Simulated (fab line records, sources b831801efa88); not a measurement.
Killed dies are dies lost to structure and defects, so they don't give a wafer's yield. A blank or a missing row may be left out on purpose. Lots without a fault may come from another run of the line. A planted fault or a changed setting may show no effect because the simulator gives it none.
A struck lot beside a sound one | flow sky130 | 19 steps out of a route of 708
Sound: wafers L623.1, L623.5, L623.6. Struck: wafer L613.1. (L613.3 of the same lot was not struck and is left out.) The cause comes at the end.
At each step with rows: each side's tool, then ch and its chambers, then its first start. Under that, the readings that differ: sound wafers | struck wafers | difference of the means | sigmas: that difference in standard deviations of wafers without a fault.
alike: readings whose means differ by less than 2 such deviations, and words and numbers that are the same on both sides. not compared: withheld readings, readings that some wafer has no value for, bounds like >300 that may hide the same value, and numbers for which the record gives no deviation and whose values overlap.
The two part at a step that has a row with sigmas, a row that says differs or no value, or rows on one side only. Numbers that don't overlap but have no deviation are shown without sigmas and don't part them. A reading that every wafer of one side lacks parts them only if that side has two wafers or more.

SKY_FIELD_ISO_BOW_MEAS_00:
  sound on film_metro-03, day 6 00:00; struck on film_metro-04, day 3 22:00
  alike: INCOMING_BOW
then, 1 step without rows for these wafers: SKY_FIELD_ISO_OXIDATION_01 (stabilise 600 s, purge 300 s, target thk 12 nm).
SKY_FIELD_ISO_THK_MEAS_02:
  sound on film_metro-03, day 6 02:08; struck on film_metro-04, day 4 00:05
  alike: FIELD_ISO_OXIDATION_00_THK
then, 1 step without rows for these wafers: SKY_FIELD_ISO_CVD_03 (deposits Si3N4 from DCS/NH3, target thk 165 nm, time 2830 s).
SKY_FIELD_ISO_THK_MEAS_04:
  sound on film_metro-04, day 6 03:59; struck on film_metro-01, day 4 02:20
  reading                   | sound             | struck | difference | sigmas
  FIELD_ISO_CVD_03_THK (nm) | 166.8 165.9 166.7 | 162.6  | -3.9       | -2
then, 2 steps without rows for these wafers: SKY_FIELD_ISO_DEHYDRATE_05 (time 60 s); SKY_FIELD_ISO_HMDS_06 (prime time 60 s).
SKY_FIELD_ISO_COAT_07: resist thk 60 nm.
  sound on litho_track-04 ch 0, day 6 13:29; struck on litho_track-02 ch 0, day 4 10:58
  alike: exhaust_pa
  not compared: resist_line_temp_C
then, 5 steps without rows for these wafers: SKY_FIELD_ISO_COAT_08 (resist thk 450 nm); SKY_FIELD_ISO_SOFTBAKE_09 (time 90 s); SKY_FIELD_ISO_EXPOSE_10 (exposes mask FOM, target cd 150 nm); SKY_FIELD_ISO_PEB_11; SKY_FIELD_ISO_DEVELOP_12 (develop time 60 s).
SKY_FIELD_ISO_CD_MEAS_13: target cd 150 nm.
  sound on cd_sem-01, day 6 23:22; struck on cd_sem-02, day 4 19:22
  reading    | sound             | struck | difference | sigmas
  cd_nm (nm) | 151.9 152.6 151.1 | 147.9  | -4.0       | -3
SKY_FIELD_ISO_ETCH_14: etches BARC in N2/H2, stops on SiO2, time 45.9 s, target depth 60 nm.
  sound on rie_diel-02 ch 1,2, day 6 23:29; struck on rie_diel-01 ch 2, day 4 19:29
  reading                  | sound             | struck | difference | sigmas
  oes_product_au (a.u.)    | 0.853 0.849 0.852 | 0.901  | +0.050     | +11
  model.etch.depth_nm (nm) | 59.92 59.88 59.92 | 65.78  | +5.87      |
  alike: drypump_motor_current_A, h2_flow_sccm, throttle_valve_pct
  not compared: rf_hours_counter_h
SKY_FIELD_ISO_ETCH_15: etches the open film in CHF3/O2, stops on Si, target depth 180 nm, time 72 s.
  sound on rie_diel-02 ch 1,2, day 6 23:31; struck on rie_diel-01 ch 2, day 4 19:31
  alike: drypump_motor_current_A, oes_product_au, throttle_valve_pct
  not compared: rf_hours_counter_h
SKY_FIELD_ISO_STRIP_16: strips in O2/N2.
  sound on plasma_asher-01 ch 0,1, day 6 23:35; struck on plasma_asher-02 ch 0, day 4 19:35
  reading                      | sound             | struck | difference | sigmas
  strip_time_to_endpoint_s (s) | 3.509 3.532 3.511 | 3.633  | +0.116     | +4
  alike: drypump_motor_current_A, oes_product_au
  not compared: rf_hours_counter_h
SKY_FIELD_ISO_ETCH_17: etches Si in HBr/Cl2/O2, target depth 342 nm, time 97.7 s.
  sound on rie_si-02 ch 0,1,3, day 6 23:41; struck on rie_si-01 ch 1, day 4 19:41
  alike: drypump_motor_current_A, oes_product_au, throttle_valve_pct
  not compared: rf_hours_counter_h
then, 1 step without rows for these wafers: SKY_PAD_OPEN_PROBE_99.

WHERE THEY PART
First at SKY_FIELD_ISO_THK_MEAS_04; last, within this record, at SKY_FIELD_ISO_STRIP_16. Later steps at which nothing parts them and some readings are alike: SKY_FIELD_ISO_ETCH_17.

WHY: what the simulator had put in
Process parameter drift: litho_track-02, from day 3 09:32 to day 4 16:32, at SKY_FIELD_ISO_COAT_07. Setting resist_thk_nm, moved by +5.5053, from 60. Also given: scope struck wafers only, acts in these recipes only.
